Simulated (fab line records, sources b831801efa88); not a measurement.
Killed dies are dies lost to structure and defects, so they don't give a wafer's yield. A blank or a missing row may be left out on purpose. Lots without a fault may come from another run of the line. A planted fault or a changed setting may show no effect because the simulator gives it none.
Which tool did it? | flow gf180mcu | 12 lots, 36 wafers sampled, at 1 step of a route of 602

WHAT THE GAUGES READ, wafer by wafer
GF_SALICIDE_RS_MEAS_04: measures by four-point-probe.
lot  | measured     | on            | SALICIDE_TIN_RS (ohm/sq)
L075 | day 15 09:55 | film_metro-03 | 16.70 16.64 16.69
L077 | day 16 06:31 | film_metro-01 | 16.13 16.37 16.09
L079 | day 17 04:55 | film_metro-01 | 16.51 16.14 16.23
L081 | day 17 14:02 | film_metro-03 | 16.27 16.38 16.15
L083 | day 18 16:22 | film_metro-01 | 16.21 16.09 15.97
L085 | day 19 00:13 | film_metro-03 | 16.60 16.55 16.76
L087 | day 19 21:52 | film_metro-04 | 16.11 16.15 16.42
L089 | day 20 18:26 | film_metro-04 | 16.26 16.38 16.48
L091 | day 21 06:00 | film_metro-03 | 16.45 16.43 16.21
L093 | day 21 22:09 | film_metro-04 | 16.40 16.47 16.15
L095 | day 22 15:24 | film_metro-01 | 16.61 16.50 16.65
L097 | day 23 06:44 | film_metro-03 | 16.49 16.61 16.40

WHICH TOOL RAN EACH LOT (tool, then ch and the chambers of the sampled wafers, then the start)
The record holds no process step before these readings.

THE ANSWER, worked out from the rows above alone
Rule: what is usual is taken from the lots themselves. Put in order of their means at a reading, lots are off if they are a third of the lots or fewer, leave a main group of 4 or more, and stand apart from it by a gap of 3 or more times the standard deviation of the main group's means; of several such gaps the widest counts. A main group whose means are all the same, to the digits that the tables above print for the reading, isn't used. A lot without any number at a reading at which 4 lots or more have one is off too. The other lots that the step has rows for count as sound.
No lot is off at any reading shown: from this, nothing can be told.

WHAT THE SIMULATOR HAD PUT IN
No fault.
